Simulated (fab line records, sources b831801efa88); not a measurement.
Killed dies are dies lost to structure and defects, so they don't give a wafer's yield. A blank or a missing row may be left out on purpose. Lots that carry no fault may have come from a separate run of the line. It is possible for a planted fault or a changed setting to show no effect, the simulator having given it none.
Which of the tools did it? ; flow gf180mcu ; 20 wafers from 7 lots sampled at 2 of the route's 602 steps

== WHAT THE GAUGES READ, wafer by wafer ==
GF_MIM_THK_MEAS_06.
lot;measured;on;MIM_CVD_05_THK (nm)
L106;day 25 04:24;film-metro-04;41.0 40.1 40.0
L108;day 26 03:37;film-metro-04;40.6 40.8 40.8
L110;day 26 09:56;film-metro-03;40.5 41.3 40.7
L113;day 27 04:17;film-metro-03;41.2 41.5 40.9
L115;day 27 21:04;film-metro-02;40.3 40.4 41.5
L123;day 30 01:08;film-metro-04;41.2 41.6 41.4
L127;day 30 21:23;film-metro-04;40.7 41.7

== WHAT TOOL EACH LOT RAN ON (gives the tool, then ch and the chambers of the sampled wafers, and finally the start) ==
lot;GF_VT_IMPLANT_STRIP_20
L106;plasma-asher-01 ch 0,1, day 6 12:17
L108;plasma-asher-01 ch 0,1, day 7 01:44
L110;plasma-asher-02 ch 0,1, day 7 13:38
L113;plasma-asher-03 ch 0,1, day 8 07:29
L115;plasma-asher-03 ch 0,1, day 8 21:23
L123;plasma-asher-01 ch 0, day 10 23:08
L127;plasma-asher-02 ch 1, day 11 22:10
- GF_VT_IMPLANT_STRIP_20: strips in O2/N2.

== THE ANSWER, worked out from the rows above alone ==
Rule: the usual values come from the lots themselves. The widest of any qualifying gaps counts: lots, ordered by their means at a reading, are off when they make up no more than a third of the lots, leave a main group of 4 or more, and stand apart from it by 3 or more times the standard deviation of that group's means. A main group is skipped when, at the precision printed for the reading in the tables above, its means are all equal. Also off: a lot with no number at a reading for which 4 or more lots have one. The other lots that the step has rows for count as sound.
No lot is off on any of the readings shown, so nothing can be concluded from this.

== WHAT WAS PUT IN BY THE SIMULATOR ==
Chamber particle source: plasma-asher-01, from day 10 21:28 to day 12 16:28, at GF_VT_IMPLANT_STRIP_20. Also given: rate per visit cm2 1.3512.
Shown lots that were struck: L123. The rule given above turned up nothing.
